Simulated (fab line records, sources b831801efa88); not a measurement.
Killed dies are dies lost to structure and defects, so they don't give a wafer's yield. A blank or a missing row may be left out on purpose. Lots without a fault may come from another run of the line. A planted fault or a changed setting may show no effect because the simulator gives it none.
fab line records | flow sky130
record lots=6 wafers=18 last_day=50
route steps=708 shown VIA3@575 PAD_OPEN@708
lots that met no fault: from a run of the same line without faults
start_h: hours from the record's first day to the start of the lot's first wafer shown | wait_h: hours since the lot's step before | " the same as in the row above | L1.1+2: a row that stands for several wafers | - no value, or no start given | * or withheld: withheld | < > ~ a bound
route shown NAME@n: a module of which the file shows steps, and the number in the route of the first | usual: mean/standard deviation of fault-free wafers | same: alike in all rows | chamber/n: place in a boat | sites: the reading at each site | _std_site: their standard deviation | _edge_site: outer sites' mean less inner sites' | radius_mm: how far each site lies from the wafer's centre | mask NAME#n: copy n | behind: the tool/chamber that last shaped the wafer | hold: why the lot was held/for how many hours/how that ended | device: the transistor (n, p or np) that didn't switch | end of line: the same wafers' tests at the end of the route | a step without rows: its recipe alone | killed: dies lost to structure and defects at the first sort, not the wafer's yield | map: a wafer's dies, x killed, . not, _ none there
set.NAME: the setting as run; set.NAME@STEP: as run at that earlier step | model.NAME: the simulator's own value behind a step, which no gauge read
lots at some steps of the route; a table a step, a row a wafer
services: from which hour (start_h, from the record's first day; less than 0 if before it) a tool's chamber was out of use, for how many hours, and why
## steps
# step SKY_VIA3_CMP_02
# recipe material=SiO2 down_force_psi=4 platen_rpm=60 pad_velocity_m_s=0.94248
# usual motor_current_A=12.0/1.5
# columns lot.wafer tool chamber start_h wait_h motor_current_A
L377.2 cmp-02 1 912.21 0.1 10.8
L377.3 " 2 " " 10.3
L377.6 " 3 " " 14.2
L378.3 cmp-02 0 927.84 0.1 12.1
L378.1 " 1 " " 10.9
L378.2 " 2 " " 10.0
L386.3 cmp-02 2 981.80 0.1 9.9
L386.2 " 0 " " 11.5
L386.5 " 2 " " 10.5
L388.2 cmp-01 2 996.34 0.0 11.9
L388.4 " 3 " " 11.0
L388.1 " 0 " " 12.7
L396.2 cmp-02 1 1044.69 0.1 11.0
L396.4 " 2 " " 9.8
L396.1 " 3 " " 14.0
L397.1 cmp-01 0 1059.35 0.1 13.6
L397.3 " 1 " " 13.2
L397.6 " 3 " " 11.2
# step SKY_VIA3_BOW_MEAS_03
# recipe mode=bow
# usual VIA3_BOW=82/9.5
# columns lot.wafer tool chamber start_h wait_h VIA3_BOW[um]
L377.2 film_metro-01 - 912.43 0.2 80
L377.3 " - " " 80
L377.6 " - " " 76
L378.1 film_metro-01 - 928.09 0.1 74
L378.2 " - " " 64
L378.3 " - " " 81
L386.2 film_metro-01 - 982.07 0.1 85
L386.3 " - " " 77
L386.5 " - " " 83
L388.1 film_metro-03 - 996.64 0.1 78
L388.2 " - " " 97
L388.4 " - " " 86
L396.1 film_metro-02 - 1044.94 0.1 85
L396.2 " - " " 63
L396.4 " - " " 71
L397.1 film_metro-03 - 1059.55 0.1 85
L397.3 " - " " 82
L397.6 " - " " 104
# step SKY_VIA3_DEHYDRATE_04
# recipe temp_c=200 time_s=60
# step SKY_VIA3_HMDS_05
# recipe prime_time_s=60 prime_temp_c=120
# step SKY_VIA3_COAT_06
# recipe resist=BARC temp_c=withheld time_s=withheld spin_rpm=3000 resist_thk_nm=60
# step SKY_VIA3_COAT_07
# recipe resist=KrF-thick spin_rpm=3000 resist_thk_nm=450
# step SKY_VIA3_SOFTBAKE_08
# recipe temp_c=100 time_s=90 resist=KrF-thick
# step SKY_VIA3_EXPOSE_09
# recipe mask_id=VIM3 na=0.8 source_shape=annular sigma_inner=0.55 sigma_outer=0.85 target_cd_nm=200 dose_mj=38
# step SKY_VIA3_PEB_10
# recipe peb_temp_c=withheld peb_time_s=withheld resist=KrF-thick
# step SKY_VIA3_DEVELOP_11
# recipe develop_time_s=60 resist=KrF-thick dev_temp_c=21
# step SKY_VIA3_CD_MEAS_12
# recipe target_cd_nm=200
# usual cd_nm=199.8/1.3
# columns lot.wafer tool chamber start_h wait_h cd_nm
L377.2 cd_sem-02 - 937.28 - 202.4
L377.3 " - " " 203.7
L377.6 " - " " 202.5
L378.1 cd_sem-01 - 953.30 - 198.9
L378.2 " - " " 199.1
L378.3 " - " " 200.2
L386.2 cd_sem-02 - 1006.06 - 199.0
L386.3 " - " " 200.9
L386.5 " - " " 199.6
L388.1 cd_sem-01 - 1020.56 - 199.0
L388.2 " - " " 198.8
L388.4 " - " " 200.1
L396.1 cd_sem-01 - 1066.59 - 199.3
L396.2 " - " " 199.5
L396.4 " - " " 199.3
L397.1 cd_sem-01 - 1080.81 - 200.3
L397.3 " - " " 199.8
L397.6 " - " " 200.9
# step SKY_VIA3_OVL_MEAS_13
# usual VIA3_OVL=-1/5.9
# columns lot.wafer tool chamber start_h wait_h VIA3_OVL[nm]
L377.2 overlay-02 - 937.39 0.1 -10
L377.3 " - " " 6
L377.6 " - " " -4
L378.1 overlay-01 - 953.42 0.1 0
L378.2 " - " " 0
L378.3 " - " " -4
L386.2 overlay-01 - 1006.17 0.1 12
L386.3 " - " " 15
L386.5 " - " " 9
L388.1 overlay-01 - 1020.68 0.1 -3
L388.2 " - " " -12
L388.4 " - " " -8
L396.1 overlay-01 - 1066.71 0.1 -1
L396.2 " - " " 4
L396.4 " - " " 2
L397.1 overlay-02 - 1080.93 0.1 -1
L397.3 " - " " -3
L397.6 " - " " 2
# step SKY_VIA3_ETCH_14
# recipe chemistry=N2/H2 target=BARC ion_energy_ev=200 source_w=500 bias_w=100 pressure_mtorr=30 n2_flow_sccm=100 h2_flow_sccm=200 stop_on=SiO2 time_s=45.9 target_depth_a=600
# usual drypump_motor_current_A=5.8/0.42 oes_product_au=0.854/0.0044 throttle_valve_pct=13.224/0.011
# columns lot.wafer tool chamber start_h wait_h drypump_motor_current_A oes_product_au rf_hours_counter_h throttle_valve_pct model.KrF-thick_of_VIA3_COAT_07.thk_nm
L377.2 rie_diel-03 1 937.42 0.0 6.0 0.847 16 13.222 391.4
L377.3 " 0 " " 6.3 0.851 5 13.220 390.1
L377.6 " 2 " " 5.7 0.849 - 13.230 391.4
L378.1 rie_diel-02 1 953.45 0.0 5.2 0.858 19 13.243 392.3
L378.2 " 0 " " 5.2 0.855 5 13.238 393.7
L378.3 " 3 " " 5.5 0.851 2 13.222 392.9
L386.2 rie_diel-03 3 1006.20 0.0 6.0 0.863 2 13.221 399.6
L386.3 " 2 " " 5.7 0.846 18 13.228 398.7
L386.5 " 3 " " 6.0 0.857 - 13.236 398.8
L388.1 rie_diel-03 1 1020.72 0.0 6.0 0.853 19 13.215 397.2
L388.2 " 0 " " 6.3 0.852 8 13.219 398.1
L388.4 " 3 " " 6.0 0.855 3 13.205 397.8
L396.1 rie_diel-02 0 1066.75 0.0 5.2 0.857 9 13.233 391.9
L396.2 " 2 " " 6.1 0.852 26 13.246 390.7
L396.4 " 1 " " 5.2 0.861 23 13.226 392.7
L397.1 rie_diel-02 3 1080.97 0.0 5.5 0.852 6 13.215 393.8
L397.3 " 1 " " 5.2 0.858 23 13.233 393.5
L397.6 " 1 " " 5.2 0.854 - 13.223 393.2
# step SKY_VIA3_ETCH_15
# recipe target=SiO2 chemistry=C4F8/O2/Ar target_depth_nm=507 stop_on=TiN mask_material=KrF-thick source_w=1500 bias_w=1200 pressure_mtorr=40 c4f8_flow_sccm=withheld O2_flow_sccm=6 Ar_flow_sccm=300 time_s=78
# usual oes_product_au=0.946/0.0043
# columns lot.wafer tool chamber start_h wait_h oes_product_au rf_hours_counter_h model.KrF-thick_of_VIA3_COAT_07.thk_nm
L377.2 rie_diel-03 1 937.46 0.0 0.947 16 291.5
L377.3 " 0 " " 0.943 5 289.1
L377.6 " 2 " " 0.944 - 290.3
L378.1 rie_diel-02 1 953.49 0.0 0.943 19 291.5
L378.2 " 0 " " 0.950 5 290.3
L378.3 " 3 " " 0.947 2 290.4
L386.2 rie_diel-03 3 1006.24 0.0 0.940 2 299.1
L386.3 " 2 " " 0.946 18 296.4
L386.5 " 3 " " 0.943 - 298.7
L388.1 rie_diel-03 1 1020.76 0.0 0.946 19 297
L388.2 " 0 " " 0.952 8 297.3
L388.4 " 3 " " 0.934 3 297.4
L396.1 rie_diel-02 0 1066.79 0.0 0.948 9 290.3
L396.2 " 2 " " 0.945 26 290.8
L396.4 " 1 " " 0.941 23 293.5
L397.1 rie_diel-02 3 1081.01 0.0 0.942 6 290.5
L397.3 " 1 " " 0.952 23 292.1
L397.6 " 1 " " 0.940 - 291.5
# step SKY_VIA3_STRIP_16
# recipe chemistry=O2/N2 power_w=1400 pressure_mtorr=1500 platen_temp_c=withheld o2_flow_sccm=3000 n2_flow_sccm=300 overash_fraction=0.5
# usual drypump_motor_current_A=5.6/0.3 oes_product_au=0.402/0.0047 strip_time_to_endpoint_s=4.126/0.019
# columns lot.wafer tool chamber start_h wait_h drypump_motor_current_A oes_product_au rf_hours_counter_h strip_time_to_endpoint_s
L377.2 plasma_asher-03 0 937.52 0.0 5.8 0.402 20 4.118
L377.3 " 0 " " 5.7 0.405 - 4.086
L377.6 " 1 " " 5.3 0.402 - 4.127
L378.1 plasma_asher-04 0 953.55 0.0 5.6 0.403 113 4.153
L378.2 " 1 " " 6.3 0.412 113 4.125
L378.3 " 0 " " 5.6 0.394 - 4.127
L386.2 plasma_asher-01 0 1006.30 0.0 5.3 0.405 56 4.188
L386.3 " 0 " " 5.4 0.404 - 4.191
L386.5 " 1 " " 5.5 0.404 - 4.196
L388.1 plasma_asher-04 1 1020.82 0.0 6.4 0.412 119 4.180
L388.2 " 0 " " 5.6 0.396 119 4.199
L388.4 " 1 " " 6.3 0.403 - 4.196
L396.1 plasma_asher-01 1 1066.85 0.0 5.5 0.394 62 4.126
L396.2 " 0 " " 5.4 0.406 62 4.118
L396.4 " 1 " " 5.5 0.406 - 4.131
L397.1 plasma_asher-01 0 1081.07 0.0 5.4 0.402 63 4.114
L397.3 " 1 " " 5.5 0.397 - 4.152
L397.6 " 0 " " 5.3 0.401 - 4.151
# step SKY_VIA3_STRIP_17
# recipe chemistry=post_etch_residue_remover time_s=1200 temp_c=72.5
# step SKY_PAD_OPEN_PROBE_99
# usual defect_limited_yield=82.2/1.7 killed_at_M0_to_M3=44/6.3 killed_at_M4_up=3.1/2 killed_at_contacts=24/4.8 killed_at_front_end=15/4.6 killed_at_other=0.2/0.51 killed_dies=87/8.4 killed_open=48/6.4 killed_short=39/5.9 sort_bin_3_pad_short=0.9/0.41 sort_bin_5_function=10.5/1.4 sort_bin_6_memory=6.3/1.1 sort_n_pass=405/8.4 sort_yield_pct=82.2/1.7
# same gross_dies=492 killed_at_back_side=0 sort_bin_4_leakage[%]=0 sort_bin_8_speed[%]=0
# columns lot.wafer tool chamber start_h wait_h defect_limited_yield[%] killed_at_M0_to_M3 killed_at_M4_up killed_at_contacts killed_at_front_end killed_at_other killed_dies killed_open killed_short sort_bin_3_pad_short[%] sort_bin_5_function[%] sort_bin_6_memory[%] sort_n_pass sort_yield_pct[%]
L377.2 prober-02 - 1082.41 0.1 81.9 37 4 22 26 0 89 51 38 1.2 11.6 5.3 403 81.9
L377.3 prober-02 - 1082.46 0.2 79.3 58 3 24 17 0 102 57 45 0.6 13.2 6.9 390 79.3
L377.6 prober-02 - 1082.61 0.2 78.7 52 7 31 15 0 105 60 45 1.2 14.8 5.3 387 78.7
L386.2 prober-01 - 1140.88 0.1 81.5 46 5 20 20 0 91 42 49 0.6 10.0 7.9 401 81.5
L386.3 prober-01 - 1140.93 0.2 84.8 44 1 15 15 0 75 46 29 0.6 9.6 5.1 417 84.8
L386.5 prober-01 - 1141.03 0.2 83.1 38 6 24 15 0 83 39 44 0.4 10.6 5.9 409 83.1
L396.1 prober-01 - 1188.59 0.1 81.5 43 3 22 23 0 91 50 41 1.0 12.0 5.5 401 81.5
L396.2 prober-01 - 1188.64 0.1 84.3 44 1 25 7 0 77 42 35 0.6 8.7 6.3 415 84.3
L396.4 prober-01 - 1188.74 0.2 81.1 53 3 25 12 0 93 51 42 0.4 11.4 7.1 399 81.1
L397.1 prober-01 - 1197.80 0.1 85.2 43 2 18 10 0 73 41 32 0.2 9.1 5.5 419 85.2
L397.3 prober-01 - 1197.90 0.2 86.8 38 5 14 8 0 65 31 34 0.6 6.1 6.5 427 86.8
L397.6 prober-01 - 1198.05 0.2 82.3 42 1 31 13 0 87 56 31 0.6 9.3 7.7 405 82.3
# killed by level:class
L377.2 LI_CONTACT:geometric_particle:open=8 CONTACT:geometric_particle:open=8 VIA1:geometric_particle:open=8 METAL1:geometric_particle:short=7 VIA3:geometric_particle:open=7 FIELD_ISO:geometric_particle:short=6 POLY_GATE:geometric_particle:open=6 VIA2:geometric_particle:open=5
L377.3 VIA1:geometric_particle:open=19 CONTACT:geometric_particle:open=9 METAL2:geometric_particle:short=8 VIA3:geometric_particle:open=8 LI_CONTACT:geometric_particle:open=6 VIA2:geometric_particle:open=6 VIA1:geometric_particle:short=5 POLY_GATE:geometric_particle:short=4
L377.6 LI_CONTACT:geometric_particle:open=11 VIA1:geometric_particle:open=11 CONTACT:geometric_particle:open=9 VIA3:geometric_particle:open=7 FIELD_ISO:geometric_particle:open=6 VIA2:geometric_particle:short=6 VIA2:geometric_particle:open=6 METAL2:geometric_particle:short=6
L386.2 VIA1:geometric_particle:open=9 CONTACT:geometric_particle:open=8 METAL1:geometric_particle:short=7 LOCAL_INTERCONNECT:geometric_particle:short=6 VIA1:geometric_particle:short=6 FIELD_ISO:geometric_particle:short=5 METAL2:geometric_particle:short=5 SONOS_ONO:geometric_particle:open=4
L386.3 VIA1:geometric_particle:open=14 VIA2:geometric_particle:open=9 LI_CONTACT:geometric_particle:short=5 METAL1:geometric_particle:short=5 FIELD_ISO:geometric_particle:open=4 FIELD_ISO:geometric_particle:short=4 LOCAL_INTERCONNECT:geometric_particle:short=4 VIA3:geometric_particle:open=4
L386.5 CONTACT:geometric_particle:open=9 VIA3:geometric_particle:open=7 METAL2:geometric_particle:short=7 FIELD_ISO:geometric_particle:short=6 CONTACT:geometric_particle:short=6 LI_CONTACT:geometric_particle:open=5 METAL1:geometric_particle:short=5 VIA1:geometric_particle:open=5
L396.1 VIA1:geometric_particle:open=11 VIA3:geometric_particle:open=8 FIELD_ISO:geometric_particle:open=7 CONTACT:geometric_particle:open=6 FIELD_ISO:geometric_particle:short=5 POLY_GATE:geometric_particle:open=5 LOCAL_INTERCONNECT:geometric_particle:short=5 METAL2:geometric_particle:short=5
L396.2 VIA1:geometric_particle:open=12 CONTACT:geometric_particle:open=11 LI_CONTACT:geometric_particle:open=8 METAL1:geometric_particle:short=8 VIA1:geometric_particle:short=6 LOCAL_INTERCONNECT:geometric_particle:short=5 VIA2:geometric_particle:short=4 VIA3:geometric_particle:open=4
L396.4 VIA1:geometric_particle:open=14 VIA1:geometric_particle:short=10 LI_CONTACT:geometric_particle:open=8 CONTACT:geometric_particle:open=7 VIA3:geometric_particle:open=6 VIA2:geometric_particle:open=5 METAL1:geometric_particle:open=5 METAL2:geometric_particle:short=5
L397.1 CONTACT:geometric_particle:open=9 VIA1:geometric_particle:open=8 VIA3:geometric_particle:open=8 METAL1:geometric_particle:short=7 VIA2:geometric_particle:open=5 METAL2:geometric_particle:short=5 LI_CONTACT:geometric_particle:open=4 VIA1:geometric_particle:short=4
L397.3 METAL1:geometric_particle:short=11 LI_CONTACT:geometric_particle:open=6 VIA1:geometric_particle:open=5 VIA2:geometric_particle:open=5 VIA3:geometric_particle:open=5 FIELD_ISO:geometric_particle:short=3 FIELD_ISO:geometric_particle:open=3 LI_CONTACT:geometric_particle:short=3
L397.6 LI_CONTACT:geometric_particle:open=16 VIA1:geometric_particle:open=11 VIA2:geometric_particle:open=7 LOCAL_INTERCONNECT:geometric_particle:short=5 CONTACT:geometric_particle:open=5 FIELD_ISO:geometric_particle:open=4 CONTACT:geometric_particle:short=4 METAL1:geometric_particle:short=4
## services
# columns tool chamber start_h hours kind
cmp-02 - 893.60 2.6 repair
rie_diel-03 1 902.48 5.8 repair
plasma_asher-03 - 904.30 2.8 pm
cmp-01 - 912.00 4.0 pm
rie_diel-02 - 913.00 2.0 repair
rie_diel-03 3 917.85 - clean
rie_diel-02 3 923.13 2.5 repair
plasma_asher-03 - 949.34 4.0 pm
cmp-02 - 977.54 1.5 repair
cmp-02 - 983.28 0.6 repair
cmp-02 - 985.62 7.0 pm
cmp-01 - 998.13 19.1 pm
cmp-01 - 1017.22 5.9 pm
plasma_asher-04 - 1018.18 0.6 repair
rie_diel-02 1 1025.53 4.1 repair
rie_diel-02 3 1030.77 10.8 repair
rie_diel-03 1 1031.41 4.1 repair
plasma_asher-01 - 1044.02 2.3 repair
cmp-02 - 1055.13 3.5 pm
plasma_asher-04 - 1055.25 9.0 pm
rie_diel-03 - 1057.45 0.3 repair
rie_diel-02 2 1067.50 15.1 repair
plasma_asher-01 - 1070.74 0.4 repair
cmp-02 - 1078.94 0.4 repair
## key
first_sign step=SKY_VIA3_STRIP_16 reading=strip_time_to_endpoint_s direction=up sigmas=3.5 usual=* struck=*
effect none on later readings
model_effect step=SKY_VIA3_ETCH_14 value=KrF-thick_of_VIA3_COAT_07.thk_nm without=392.8 struck=398.4
model_effect step=SKY_VIA3_ETCH_15 value=KrF-thick_of_VIA3_COAT_07.thk_nm without=292.1 struck=297.7
met_at SKY_VIA3_ETCH_14
struck_wafers L386.2,L386.3,L386.5,L388.1,L388.2,L388.4
onset_between 937.42 1006.20
also_fits SKY_VIA3_ETCH_15:rie_diel-03
fault kind=process_parameter_drift tool=rie_diel-03 chamber=- onset_h=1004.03 steps=SKY_VIA3_ETCH_14 channel=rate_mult offset=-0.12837 shape=step end_h=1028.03
